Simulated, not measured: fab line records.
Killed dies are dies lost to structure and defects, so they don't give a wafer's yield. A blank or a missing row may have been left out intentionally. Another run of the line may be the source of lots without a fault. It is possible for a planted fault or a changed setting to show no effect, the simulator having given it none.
fab line records -- flow sky130
record lots=5, wafers=23
route steps=708 shown VT_ADJUST_HVTR@140 VT_ADJUST_PCH@151 SONOS_ONO@180 POLY_GATE@204 RES_PROTECT@214 LDD_N@239 LDD_P@261 LDD_HVN@275 LDD_HVP@281
startH: hours from the record's first day to the start of the lot's first wafer shown -- waitH: how many hours have passed since the lot's step before this one -- " the same as in the row above -- L1.1+2: one row covering several wafers at once -- - no value, or no start was given -- * or withheld: withheld -- < > ~ a bound
route shown NAME@n: names a module that has steps shown in the file, with the first one's number in the route -- usual: mean/standard deviation taken from wafers without a fault -- same: alike in all rows -- chamber/n: place in a boat -- sites: per-site readings -- _std_site: the standard deviation of these -- _edge_site: the outer-site mean with the inner-site mean subtracted -- radiusMm: how far each site lies from the wafer's centre -- mask NAME#n: copy n -- behind: tool/chamber where the wafer was last shaped -- hold: reason for holding the lot/hours on hold/outcome of the hold -- device: the n, p or np transistor that did not switch -- end of line: at the end of the route, the tests of the same wafers -- a step given without rows: its recipe and nothing more -- killed: dies that structure and defects cost at the first sort, which is not the same as the wafer's yield -- map: per-die view of a wafer (x killed, . not killed, _ where there is no die)
set.NAME: the run value of the setting; set.NAME@STEP: its run value at that earlier step -- model.NAME: the simulator's own value behind a step, which no gauge read
lots with deliberately changed settings; one table per step, one row per wafer
## steps
# step SKY_VT_ADJUST_HVTR_IMPLANT_09
# recipe species=B, energyKev=10, doseCm2=2.1e+12, tiltDeg=withheld
lot.wafer,tool,chamber,startH,waitH,set.doseCm2
L074.2+4+5,implanter-04,0,202.41,0.0,2.1e+12
L076.1+5,implanter-01,0,220.47,0.0,2.1e+12
L076.2+4+6,implanter-01,0,220.47,0.0,1.949e+12
L081.1+3+6,implanter-04,0,264.12,0.0,1.953e+12
L081.2+5,implanter-04,0,264.12,0.0,2.1e+12
L083.1+2+6,implanter-04,0,270.02,0.0,2.1e+12
L083.3+4,implanter-04,0,270.02,0.0,2.223e+12
L085.1+5+6,implanter-03,0,287.27,0.0,2.1e+12
L085.2+4,implanter-03,0,287.27,0.0,1.951e+12
# step SKY_VT_ADJUST_HVTR_STRIP_10
# recipe chemistry=O2/N2, powerW=1400, pressureMtorr=1500, platenTempC=withheld, o2FlowSccm=3000, n2FlowSccm=300, overashFraction=0.5
# step SKY_VT_ADJUST_HVTR_TW_MEAS_11
# usual VT_ADJUST_HVTR_TW=210.4/1.1
lot.wafer,tool,chamber,startH,waitH,set.doseCm2@VT_ADJUST_HVTR_IMPLANT_09,VT_ADJUST_HVTR_TW
L074.2,filmMetro-03,-,202.64,0.1,2.1e+12,212.8
L074.4,filmMetro-03,-,202.64,0.1,2.1e+12,212.0
L074.5,filmMetro-03,-,202.64,0.1,2.1e+12,212.9
L076.1,filmMetro-03,-,220.72,0.1,2.1e+12,212.0
L076.2,filmMetro-03,-,220.72,0.1,1.949e+12,207.7
L076.4,filmMetro-03,-,220.72,0.1,1.949e+12,206.2
L076.5,filmMetro-03,-,220.72,0.1,2.1e+12,211.0
L076.6,filmMetro-03,-,220.72,0.1,1.949e+12,207.0
L081.1,filmMetro-01,-,264.37,0.1,1.953e+12,205.4
L081.2,filmMetro-01,-,264.37,0.1,2.1e+12,208.8
L081.3,filmMetro-01,-,264.37,0.1,1.953e+12,205.3
L081.5,filmMetro-01,-,264.37,0.1,2.1e+12,209.6
L081.6,filmMetro-01,-,264.37,0.1,1.953e+12,205.2
L083.1,filmMetro-01,-,270.27,0.1,2.1e+12,209.8
L083.2,filmMetro-01,-,270.27,0.1,2.1e+12,210.1
L083.3,filmMetro-01,-,270.27,0.1,2.223e+12,212.9
L083.4,filmMetro-01,-,270.27,0.1,2.223e+12,212.8
L083.6,filmMetro-01,-,270.27,0.1,2.1e+12,209.9
L085.1,filmMetro-01,-,287.52,0.1,2.1e+12,209.4
L085.2,filmMetro-01,-,287.52,0.1,1.951e+12,205.5
L085.4,filmMetro-01,-,287.52,0.1,1.951e+12,206.3
L085.5,filmMetro-01,-,287.52,0.1,2.1e+12,209.1
L085.6,filmMetro-01,-,287.52,0.1,2.1e+12,208.7
# step SKY_VT_ADJUST_PCH_IMPLANT_08
# recipe species=B, energyKev=10, doseCm2=5e+11, tiltDeg=withheld
lot.wafer,tool,chamber,startH,waitH,set.energyKev,model.implant.rpNm,model.implant.drpNm
L074.2+4+5,implanter-02,0,225.10,0.0,10,33.33,17.11
L076.1+2+4+5+6,implanter-01,0,243.40,0.0,10,32.49,17.11
L081.1+5+6,implanter-03,0,288.22,0.0,10,32.83,17.11
L081.2+3,implanter-03,0,288.22,0.0,9.455,31.36,16.46
L083.1+3,implanter-03,0,294.42,0.0,10.2,34.48,17.35
L083.2+4+6,implanter-03,0,294.42,0.0,10,33.81,17.11
L085.1+2+4+5+6,implanter-03,0,312.70,0.0,10,32.72,17.11
# step SKY_SONOS_ONO_DEVELOP_12
# recipe developTimeS=60, devTempC=23
lot.wafer,tool,chamber,startH,waitH,set.developTimeS
L074.2+4+5,lithoTrack-04,0,278.85,0.1,60
L076.1+4+5,lithoTrack-03,0,298.49,0.1,56.76
L076.2+6,lithoTrack-03,0,298.49,0.1,60
L081.1+2+3+5+6,lithoTrack-03,0,344.59,0.1,60
L083.1+2+3+4+6,lithoTrack-01,0,351.71,0.1,60
L085.1+6,lithoTrack-04,0,372.87,0.1,60
L085.2+4+5,lithoTrack-04,0,372.87,0.1,51.6
# step SKY_SONOS_ONO_CD_MEAS_13
# recipe targetCdNm=410
# usual cdNm=410.4/2.1
lot.wafer,tool,chamber,startH,waitH,set.developTimeS@SONOS_ONO_DEVELOP_12,cdNm
L074.2,cdSem-02,-,278.99,0.1,60,409.5
L074.4,cdSem-02,-,278.99,0.1,60,408.9
L074.5,cdSem-02,-,278.99,0.1,60,411.5
L076.1,cdSem-02,-,298.64,0.1,56.76,415.5
L076.2,cdSem-02,-,298.64,0.1,60,408.6
L076.4,cdSem-02,-,298.64,0.1,56.76,413.5
L076.5,cdSem-02,-,298.64,0.1,56.76,412.6
L076.6,cdSem-02,-,298.64,0.1,60,408.9
L081.1,cdSem-01,-,344.74,0.1,60,414.2
L081.2,cdSem-01,-,344.74,0.1,60,415.0
L081.3,cdSem-01,-,344.74,0.1,60,415.5
L081.5,cdSem-01,-,344.74,0.1,60,415.0
L081.6,cdSem-01,-,344.74,0.1,60,411.0
L083.1,cdSem-02,-,351.86,0.1,60,414.7
L083.2,cdSem-02,-,351.86,0.1,60,412.4
L083.3,cdSem-02,-,351.86,0.1,60,412.6
L083.4,cdSem-02,-,351.86,0.1,60,413.6
L083.6,cdSem-02,-,351.86,0.1,60,413.8
L085.1,cdSem-01,-,373.02,0.1,60,407.8
L085.2,cdSem-01,-,373.02,0.1,51.6,423.6
L085.4,cdSem-01,-,373.02,0.1,51.6,423.3
L085.5,cdSem-01,-,373.02,0.1,51.6,423.4
L085.6,cdSem-01,-,373.02,0.1,60,410.1
# step SKY_SONOS_ONO_ETCH_15
# recipe targetDepthNm=19.52, chemistry=CHF3/O2, sourceW=600, biasW=200, pressureMtorr=40, chf3FlowSccm=50, O2_flow_sccm=5, timeS=7.8
lot.wafer,tool,chamber,startH,waitH,set.developTimeS@SONOS_ONO_DEVELOP_12,model.SONOS_ONO.cdNm
L074.2,rieDiel-02,2,279.13,0.0,60,408.7
L074.4,rieDiel-02,1,279.13,0.0,60,408.5
L074.5,rieDiel-02,2,279.13,0.0,60,410.6
L076.1,rieDiel-03,2,298.79,0.0,56.76,415.5
L076.2,rieDiel-03,3,298.79,0.0,60,409
L076.4,rieDiel-03,1,298.79,0.0,56.76,413.6
L076.5,rieDiel-03,3,298.79,0.0,56.76,412.9
L076.6,rieDiel-03,2,298.79,0.0,60,409.2
L081.1,rieDiel-01,0,344.89,0.0,60,414.2
L081.2,rieDiel-01,1,344.89,0.0,60,415
L081.3,rieDiel-01,2,344.89,0.0,60,415.2
L081.5,rieDiel-01,2,344.89,0.0,60,415.4
L081.6,rieDiel-01,1,344.89,0.0,60,410.9
L083.1,rieDiel-02,2,352.02,0.0,60,414.1
L083.2,rieDiel-02,1,352.02,0.0,60,412.2
L083.3,rieDiel-02,3,352.02,0.0,60,412.4
L083.4,rieDiel-02,2,352.02,0.0,60,413.6
L083.6,rieDiel-02,1,352.02,0.0,60,413.7
L085.1,rieDiel-03,1,373.18,0.0,60,407.9
L085.2,rieDiel-03,2,373.18,0.0,51.6,423.8
L085.4,rieDiel-03,3,373.18,0.0,51.6,423.4
L085.5,rieDiel-03,0,373.18,0.0,51.6,423.1
L085.6,rieDiel-03,3,373.18,0.0,60,410
# step SKY_POLY_GATE_CVD_00
# recipe material=poly-Si, targetThkNm=180, tempC=620, timeS=720, pressureMtorr=200
lot.wafer,tool,chamber,startH,waitH,set.pressureMtorr,model.poly-Si_of_POLY_GATE_CVD_00.thkNm
L074.2,lpcvd-01,1,309.28,0.0,200,177.5
L074.4,lpcvd-01,1,309.28,0.0,200,178.3
L074.5,lpcvd-01,1,309.28,0.0,200,178.8
L076.1,-,-,-,0.0,189.7,176.7
L076.2,-,-,-,0.0,189.7,176.5
L076.4,-,-,-,0.0,189.7,176.2
L076.5,-,-,-,0.0,189.7,177.4
L076.6,-,-,-,0.0,189.7,175.3
L081.1,-,-,-,0.0,207.9,185.7
L081.2,-,-,-,0.0,207.9,185.6
L081.3,-,-,-,0.0,207.9,184.2
L081.5,-,-,-,0.0,207.9,185
L081.6,-,-,-,0.0,207.9,185.9
L083.1,-,-,-,0.0,229.4,194
L083.2,-,-,-,0.0,229.4,193.9
L083.3,-,-,-,0.0,229.4,193.4
L083.4,-,-,-,0.0,229.4,193.6
L083.6,-,-,-,0.0,229.4,193
L085.1,-,-,-,0.0,187.5,174.7
L085.2,-,-,-,0.0,187.5,175.1
L085.4,-,-,-,0.0,187.5,173.6
L085.5,-,-,-,0.0,187.5,173.8
L085.6,-,-,-,0.0,187.5,176.2
# step SKY_POLY_GATE_THK_MEAS_01
# recipe reads=poly-Si_of_POLY_GATE_CVD_00
# usual POLY_GATE_CVD_00_THK=180.7/1.6
lot.wafer,tool,chamber,startH,waitH,set.pressureMtorr@POLY_GATE_CVD_00,POLY_GATE_CVD_00_THK[nm]
L074.2,filmMetro-04,-,310.49,0.0,200,177.5
L074.4,filmMetro-04,-,310.49,0.0,200,178.2
L074.5,filmMetro-04,-,310.49,0.0,200,178.8
L076.1,filmMetro-01,-,-,-,189.7,176.9
L076.2,filmMetro-01,-,-,-,189.7,176.3
L076.4,filmMetro-01,-,-,-,189.7,176.3
L076.5,filmMetro-01,-,-,-,189.7,177.4
L076.6,filmMetro-01,-,-,-,189.7,175.3
L081.1,filmMetro-02,-,-,-,207.9,185.7
L081.2,filmMetro-02,-,-,-,207.9,185.6
L081.3,filmMetro-02,-,-,-,207.9,184.2
L081.5,filmMetro-02,-,-,-,207.9,184.9
L081.6,filmMetro-02,-,-,-,207.9,185.9
L083.1,filmMetro-02,-,-,-,229.4,193.8
L083.2,filmMetro-02,-,-,-,229.4,193.7
L083.3,filmMetro-02,-,-,-,229.4,193.3
L083.4,filmMetro-02,-,-,-,229.4,193.5
L083.6,filmMetro-02,-,-,-,229.4,193.0
L085.1,filmMetro-02,-,-,-,187.5,174.7
L085.2,filmMetro-02,-,-,-,187.5,175.2
L085.4,filmMetro-02,-,-,-,187.5,173.7
L085.5,filmMetro-02,-,-,-,187.5,173.6
L085.6,filmMetro-02,-,-,-,187.5,176.2
# step SKY_POLY_GATE_IMPLANT_02
# recipe species=P, energyKev=30, doseCm2=7.7e+15, tiltDeg=0
lot.wafer,tool,chamber,startH,waitH,set.energyKev,model.implant.rpNm,model.implant.drpNm
L074.2+4+5,implanter-01,0,336.21,0.1,30,37.47,16.6
L076.1+2,implanter-01,0,356.91,0.1,30.67,38.05,16.91
L076.4+5+6,implanter-01,0,356.91,0.1,30,37.26,16.6
L081.1+2+3+5+6,implanter-03,0,406.81,0.1,30,37.16,16.6
L083.1+4,implanter-03,0,413.86,0.1,30,36.8,16.6
L083.2+3+6,implanter-03,0,413.86,0.1,28.9,35.88,16.23
L085.1+2+4+5+6,implanter-01,0,439.09,0.1,30,37.73,16.6
# step SKY_RES_PROTECT_STRIP_07
# recipe chemistry=O2/N2, powerW=1400, pressureMtorr=1500, platenTempC=withheld, o2FlowSccm=3000, n2FlowSccm=300, overashFraction=0.5
# usual stripTimeToEndpointS=23.30/0.043
lot.wafer,tool,chamber,startH,waitH,set.energyKev@POLY_GATE_IMPLANT_02,stripTimeToEndpointS
L074.2,plasmaAsher-02,1,336.34,0.1,30,23.32
L074.4,plasmaAsher-02,1,336.34,0.1,30,23.31
L074.5,plasmaAsher-02,1,336.34,0.1,30,23.30
L076.1,plasmaAsher-02,1,357.06,0.1,30.67,23.49
L076.2,plasmaAsher-02,0,357.06,0.1,30.67,23.46
L076.4,plasmaAsher-02,1,357.06,0.1,30,23.26
L076.5,plasmaAsher-02,1,357.06,0.1,30,23.27
L076.6,plasmaAsher-02,0,357.06,0.1,30,23.26
L081.1,plasmaAsher-01,1,406.96,0.1,30,23.35
L081.2,plasmaAsher-01,0,406.96,0.1,30,23.28
L081.3,plasmaAsher-01,1,406.96,0.1,30,23.31
L081.5,plasmaAsher-01,1,406.96,0.1,30,23.33
L081.6,plasmaAsher-01,0,406.96,0.1,30,23.33
L083.1,plasmaAsher-01,0,414.01,0.1,30,23.33
L083.2,plasmaAsher-01,1,414.01,0.1,28.9,23.00
L083.3,plasmaAsher-01,0,414.01,0.1,28.9,22.99
L083.4,plasmaAsher-01,1,414.01,0.1,30,23.41
L083.6,plasmaAsher-01,0,414.01,0.1,28.9,23.01
L085.1,plasmaAsher-02,1,439.24,0.1,30,23.24
L085.2,plasmaAsher-02,0,439.24,0.1,30,23.27
L085.4,plasmaAsher-02,0,439.24,0.1,30,23.22
L085.5,plasmaAsher-02,1,439.24,0.1,30,23.30
L085.6,plasmaAsher-02,0,439.24,0.1,30,23.26
# step SKY_LDD_N_COAT_02
# recipe resist=NOVOLAK, spinRpm=3000, resistThkNm=300
lot.wafer,tool,chamber,startH,waitH,set.spinRpm,model.NOVOLAK_of_LDD_N_COAT_02.thkNm
L074.2,lithoTrack-04,0,384.00,0.1,3000,300
L074.4,lithoTrack-04,0,384.00,0.1,3000,300.8
L074.5,lithoTrack-04,0,384.00,0.1,3000,300.1
L076.1,lithoTrack-03,0,404.24,0.1,3000,300.6
L076.2+6,lithoTrack-03,0,404.24,0.1,3000,300.4
L076.4,lithoTrack-03,0,404.24,0.1,2841,308.8
L076.5,lithoTrack-03,0,404.24,0.1,2841,308.3
L081.1,lithoTrack-01,0,458.91,0.1,3000,302.3
L081.2,lithoTrack-01,0,458.91,0.1,3000,302
L081.3,lithoTrack-01,0,458.91,0.1,3000,301.4
L081.5,lithoTrack-01,0,458.91,0.1,3161,293.5
L081.6,lithoTrack-01,0,458.91,0.1,3161,294.1
L083.1,lithoTrack-03,0,464.14,0.1,3000,299.5
L083.2,lithoTrack-03,0,464.14,0.1,2834,307.5
L083.3,lithoTrack-03,0,464.14,0.1,2834,308.8
L083.4,lithoTrack-03,0,464.14,0.1,2834,309.3
L083.6,lithoTrack-03,0,464.14,0.1,3000,299.9
L085.1+6,lithoTrack-03,0,489.84,0.1,3000,299.6
L085.2,lithoTrack-03,0,489.84,0.1,3000,299.8
L085.4,lithoTrack-03,0,489.84,0.1,3000,300
L085.5,lithoTrack-03,0,489.84,0.1,3000,299.3
# step SKY_LDD_N_IMPLANT_11
# recipe species=As, energyKev=20, doseCm2=7.5e+13, tiltDeg=withheld, rotationDeg=293
lot.wafer,tool,chamber,startH,waitH,set.doseCm2
L074.2+4+5,implanter-01,0,398.82,0.1,7.5e+13
L076.1+4+6,implanter-02,0,420.11,0.1,7.5e+13
L076.2+5,implanter-02,0,420.11,0.1,7.126e+13
L081.1+2+6,implanter-01,0,474.97,0.1,7.5e+13
L081.3+5,implanter-01,0,474.97,0.1,7.868e+13
L083.1+2+3+4+6,implanter-02,0,480.65,0.1,7.5e+13
L085.1+4+6,implanter-02,0,506.22,0.1,7.5e+13
L085.2+5,implanter-02,0,506.22,0.1,7.122e+13
# step SKY_LDD_N_IMPLANT_12
# recipe species=BF2, energyKev=50, doseCm2=5e+12, tiltDeg=30, rotationDeg=0
# step SKY_LDD_N_IMPLANT_13
# recipe species=BF2, energyKev=50, doseCm2=5e+12, tiltDeg=30, rotationDeg=90
# step SKY_LDD_N_IMPLANT_14
# recipe species=BF2, energyKev=50, doseCm2=5e+12, tiltDeg=30, rotationDeg=180
# step SKY_LDD_N_IMPLANT_15
# recipe species=BF2, energyKev=50, doseCm2=5e+12, tiltDeg=30, rotationDeg=270
# step SKY_LDD_N_STRIP_16
# recipe chemistry=O2/N2, powerW=1400, pressureMtorr=1500, platenTempC=withheld, o2FlowSccm=3000, n2FlowSccm=300, overashFraction=0.5
# usual stripTimeToEndpointS=4.320/0.014
lot.wafer,tool,chamber,startH,waitH,set.spinRpm@LDD_N_COAT_02,stripTimeToEndpointS
L074.2,plasmaAsher-03,0,399.55,0.1,3000,4.304
L074.4,plasmaAsher-03,1,399.55,0.1,3000,4.316
L074.5,plasmaAsher-03,0,399.55,0.1,3000,4.335
L076.1,plasmaAsher-03,1,420.86,0.1,3000,4.328
L076.2,plasmaAsher-03,0,420.86,0.1,3000,4.304
L076.4,plasmaAsher-03,1,420.86,0.1,2841,4.426
L076.5,plasmaAsher-03,0,420.86,0.1,2841,4.422
L076.6,plasmaAsher-03,1,420.86,0.1,3000,4.312
L081.1,plasmaAsher-03,0,475.72,0.1,3000,4.344
L081.2,plasmaAsher-03,1,475.72,0.1,3000,4.332
L081.3,plasmaAsher-03,1,475.72,0.1,3000,4.335
L081.5,plasmaAsher-03,1,475.72,0.1,3161,4.256
L081.6,plasmaAsher-03,0,475.72,0.1,3161,4.239
L083.1,plasmaAsher-02,1,481.40,0.1,3000,4.302
L083.2,plasmaAsher-02,0,481.40,0.1,2834,4.409
L083.3,plasmaAsher-02,1,481.40,0.1,2834,4.406
L083.4,plasmaAsher-02,0,481.40,0.1,2834,4.426
L083.6,plasmaAsher-02,1,481.40,0.1,3000,4.306
L085.1,plasmaAsher-04,0,506.97,0.1,3000,4.306
L085.2,plasmaAsher-04,1,506.97,0.1,3000,4.304
L085.4,plasmaAsher-04,1,506.97,0.1,3000,4.309
L085.5,plasmaAsher-04,1,506.97,0.1,3000,4.297
L085.6,plasmaAsher-04,0,506.97,0.1,3000,4.315
# step SKY_LDD_P_DEVELOP_06
# recipe resist=NOVOLAK, developer=TMAH, developTimeS=60, devTempC=23
lot.wafer,tool,chamber,startH,waitH,set.devTempC
L074.2+4+5,lithoTrack-02,0,429.69,0.1,23
L076.1+4+5,lithoTrack-01,0,451.56,0.1,23
L076.2+6,lithoTrack-01,0,451.56,0.1,20.26
L081.1+2+3+5+6,lithoTrack-01,0,506.96,0.1,23
L083.1+3+4,lithoTrack-01,0,512.36,0.1,23
L083.2+6,lithoTrack-01,0,512.36,0.1,21.71
L085.1+2+4,lithoTrack-01,0,538.16,0.1,23
L085.5+6,lithoTrack-01,0,538.16,0.1,20.22
# step SKY_LDD_P_CD_MEAS_07
# recipe targetCdNm=380
# usual cdNm=381/3.6
lot.wafer,tool,chamber,startH,waitH,set.devTempC@LDD_P_DEVELOP_06,cdNm
L074.2,cdSem-02,-,429.83,0.1,23,378
L074.4,cdSem-02,-,429.83,0.1,23,376
L074.5,cdSem-02,-,429.83,0.1,23,377
L076.1,cdSem-01,-,451.71,0.1,23,390
L076.2,cdSem-01,-,451.71,0.1,20.26,397
L076.4,cdSem-01,-,451.71,0.1,23,390
L076.5,cdSem-01,-,451.71,0.1,23,392
L076.6,cdSem-01,-,451.71,0.1,20.26,399
L081.1,cdSem-01,-,507.11,0.1,23,381
L081.2,cdSem-01,-,507.11,0.1,23,381
L081.3,cdSem-01,-,507.11,0.1,23,381
L081.5,cdSem-01,-,507.11,0.1,23,382
L081.6,cdSem-01,-,507.11,0.1,23,382
L083.1,cdSem-02,-,512.51,0.1,23,383
L083.2,cdSem-02,-,512.51,0.1,21.71,386
L083.3,cdSem-02,-,512.51,0.1,23,380
L083.4,cdSem-02,-,512.51,0.1,23,381
L083.6,cdSem-02,-,512.51,0.1,21.71,385
L085.1,cdSem-01,-,538.31,0.1,23,379
L085.2,cdSem-01,-,538.31,0.1,23,379
L085.4,cdSem-01,-,538.31,0.1,23,379
L085.5,cdSem-01,-,538.31,0.1,20.22,387
L085.6,cdSem-01,-,538.31,0.1,20.22,386
# step SKY_LDD_HVN_IMPLANT_08
# recipe species=P, energyKev=60, doseCm2=3e+13, tiltDeg=40
lot.wafer,tool,chamber,startH,waitH,set.doseCm2
L074.2+4+5,implanter-04,0,461.65,0.0,3e+13
L076.1+2+4+5+6,implanter-04,0,483.27,0.0,3e+13
L081.1+2+5,implanter-04,0,538.37,0.0,3e+13
L081.3+6,implanter-04,0,538.37,0.0,3.06e+13
L083.1+2,implanter-04,0,544.40,0.0,2.847e+13
L083.3+4+6,implanter-04,0,544.40,0.0,3e+13
L085.1+2+6,implanter-02,0,568.87,0.0,3.11e+13
L085.4+5,implanter-02,0,568.87,0.0,3e+13
# step SKY_LDD_HVN_STRIP_09
# recipe chemistry=O2/N2, powerW=1400, pressureMtorr=1500, platenTempC=withheld, o2FlowSccm=3000, n2FlowSccm=300, overashFraction=0.5
# step SKY_LDD_HVN_TW_MEAS_10
# usual LDD_HVN_TW=1423/6.7
lot.wafer,tool,chamber,startH,waitH,set.doseCm2@LDD_HVN_IMPLANT_08,LDD_HVN_TW
L074.2,filmMetro-01,-,461.88,0.1,3e+13,1426
L074.4,filmMetro-01,-,461.88,0.1,3e+13,1430
L074.5,filmMetro-01,-,461.88,0.1,3e+13,1419
L076.1,filmMetro-04,-,483.52,0.1,3e+13,1429
L076.2,filmMetro-04,-,483.52,0.1,3e+13,1428
L076.4,filmMetro-04,-,483.52,0.1,3e+13,1431
L076.5,filmMetro-04,-,483.52,0.1,3e+13,1432
L076.6,filmMetro-04,-,483.52,0.1,3e+13,1428
L081.1,filmMetro-02,-,538.62,0.1,3e+13,1411
L081.2,filmMetro-02,-,538.62,0.1,3e+13,1415
L081.3,filmMetro-02,-,538.62,0.1,3.06e+13,1426
L081.5,filmMetro-02,-,538.62,0.1,3e+13,1417
L081.6,filmMetro-02,-,538.62,0.1,3.06e+13,1429
L083.1,filmMetro-02,-,544.65,0.1,2.847e+13,1397
L083.2,filmMetro-02,-,544.65,0.1,2.847e+13,1394
L083.3,filmMetro-02,-,544.65,0.1,3e+13,1416
L083.4,filmMetro-02,-,544.65,0.1,3e+13,1419
L083.6,filmMetro-02,-,544.65,0.1,3e+13,1426
L085.1,filmMetro-04,-,569.12,0.1,3.11e+13,1445
L085.2,filmMetro-04,-,569.12,0.1,3.11e+13,1455
L085.4,filmMetro-04,-,569.12,0.1,3e+13,1434
L085.5,filmMetro-04,-,569.12,0.1,3e+13,1433
L085.6,filmMetro-04,-,569.12,0.1,3.11e+13,1449
# step SKY_LDD_HVP_SOFTBAKE_03
# recipe tempC=90, timeS=60, resist=NOVOLAK
lot.wafer,tool,chamber,startH,waitH,set.tempC
L074.2+4+5,lithoTrack-02,0,477.69,0.1,90
L076.1+6,lithoTrack-04,0,498.52,0.1,90
L076.2+4+5,lithoTrack-04,0,498.52,0.1,88.18
L081.1+5+6,lithoTrack-02,0,554.06,0.1,90
L081.2+3,lithoTrack-02,0,554.06,0.1,86.5
L083.1+2+3,lithoTrack-03,0,559.29,0.1,90
L083.4+6,lithoTrack-03,0,559.29,0.1,88.19
L085.1+2+4+5+6,lithoTrack-04,0,584.12,0.1,90
# step SKY_LDD_HVP_EXPOSE_04
# recipe maskId=HVPTM, na=0.6, sourceShape=conventional, sigmaOuter=0.6, polarization=unpolarized, targetCdNm=700, doseMj=86
# step SKY_LDD_HVP_PEB_05
# recipe tempC=withheld, timeS=*, resist=NOVOLAK
# step SKY_LDD_HVP_DEVELOP_06
# recipe resist=NOVOLAK, developer=TMAH, developTimeS=60, devTempC=23
lot.wafer,tool,chamber,startH,waitH,set.tempC@LDD_HVP_SOFTBAKE_03,model.NOVOLAK_of_LDD_HVP_COAT_02.thkNm
L074.2,lithoTrack-04,0,493.25,0.1,90,298.2
L074.4,lithoTrack-04,0,493.25,0.1,90,299
L074.5,lithoTrack-04,0,493.25,0.1,90,299.1
L076.1,lithoTrack-03,0,514.14,0.1,90,302.7
L076.2,lithoTrack-03,0,514.14,0.1,88.18,302.7
L076.4,lithoTrack-03,0,514.14,0.1,88.18,302.9
L076.5,lithoTrack-03,0,514.14,0.1,88.18,303.9
L076.6,lithoTrack-03,0,514.14,0.1,90,301.7
L081.1,lithoTrack-04,0,568.62,0.1,90,300.5
L081.2,lithoTrack-04,0,568.62,0.1,86.5,303.8
L081.3,lithoTrack-04,0,568.62,0.1,86.5,303.6
L081.5,lithoTrack-04,0,568.62,0.1,90,299
L081.6,lithoTrack-04,0,568.62,0.1,90,300.1
L083.1,lithoTrack-02,0,574.56,0.1,90,298.7
L083.2,lithoTrack-02,0,574.56,0.1,90,298.5
L083.3,lithoTrack-02,0,574.56,0.1,90,299.2
L083.4,lithoTrack-02,0,574.56,0.1,88.19,299.3
L083.6,lithoTrack-02,0,574.56,0.1,88.19,300.4
L085.1,lithoTrack-03,0,598.19,0.1,90,299.1
L085.2,lithoTrack-03,0,598.19,0.1,90,300.2
L085.4+5,lithoTrack-03,0,598.19,0.1,90,299.7
L085.6,lithoTrack-03,0,598.19,0.1,90,299.9
## key
split step=SKY_VT_ADJUST_HVTR_IMPLANT_09, setting=doseCm2, stated=2.1e+12, by=wafer
response step=SKY_VT_ADJUST_HVTR_TW_MEAS_11, reading=VT_ADJUST_HVTR_TW, change=+0.536, per=1%, r=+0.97
split step=SKY_VT_ADJUST_PCH_IMPLANT_08, setting=energyKev, stated=10, by=wafer
response step=SKY_VT_ADJUST_PCH_IMPLANT_08, reading=model.implant.rpNm, change=+0.277, per=1%, r=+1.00
response step=SKY_VT_ADJUST_PCH_IMPLANT_08, reading=model.implant.drpNm, change=+0.12, per=1%, r=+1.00
split step=SKY_SONOS_ONO_DEVELOP_12, setting=developTimeS, stated=60, by=wafer
response step=SKY_SONOS_ONO_CD_MEAS_13, reading=cdNm, change=-1.02, per=1%, r=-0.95
response step=SKY_SONOS_ONO_ETCH_15, reading=model.SONOS_ONO.cdNm, change=-1.02, per=1%, r=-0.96
split step=SKY_POLY_GATE_CVD_00, setting=pressureMtorr, stated=200, by=lot
response step=SKY_POLY_GATE_CVD_00, reading=model.poly-Si_of_POLY_GATE_CVD_00.thkNm, change=+0.902, per=1%, r=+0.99
response step=SKY_POLY_GATE_THK_MEAS_01, reading=POLY_GATE_CVD_00_THK, change=+0.898, per=1%, r=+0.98
split step=SKY_POLY_GATE_IMPLANT_02, setting=energyKev, stated=30, by=wafer
response step=SKY_POLY_GATE_IMPLANT_02, reading=model.implant.rpNm, change=+0.278, per=1%, r=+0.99
response step=SKY_POLY_GATE_IMPLANT_02, reading=model.implant.drpNm, change=+0.111, per=1%, r=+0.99
response step=SKY_RES_PROTECT_STRIP_07, reading=stripTimeToEndpointS, change=*, per=1%, r=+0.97
split step=SKY_LDD_N_COAT_02, setting=spinRpm, stated=3000, by=wafer
response step=SKY_LDD_N_COAT_02, reading=model.NOVOLAK_of_LDD_N_COAT_02.thkNm, change=-1.54, per=1%, r=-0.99
response step=SKY_LDD_N_STRIP_16, reading=stripTimeToEndpointS, change=*, per=1%, r=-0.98
split step=SKY_LDD_N_IMPLANT_11, setting=doseCm2, stated=7.5e+13, by=wafer
response none clear
split step=SKY_LDD_P_DEVELOP_06, setting=devTempC, stated=23, by=wafer
response step=SKY_LDD_P_CD_MEAS_07, reading=cdNm, change=-0.66, per=1%, r=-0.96
split step=SKY_LDD_HVN_IMPLANT_08, setting=doseCm2, stated=3e+13, by=wafer
response step=SKY_LDD_HVN_TW_MEAS_10, reading=LDD_HVN_TW, change=+4.93, per=1%, r=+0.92
split step=SKY_LDD_HVP_SOFTBAKE_03, setting=tempC, stated=90, by=wafer
response step=SKY_LDD_HVP_DEVELOP_06, reading=model.NOVOLAK_of_LDD_HVP_COAT_02.thkNm, change=-0.809, per=1%, r=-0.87
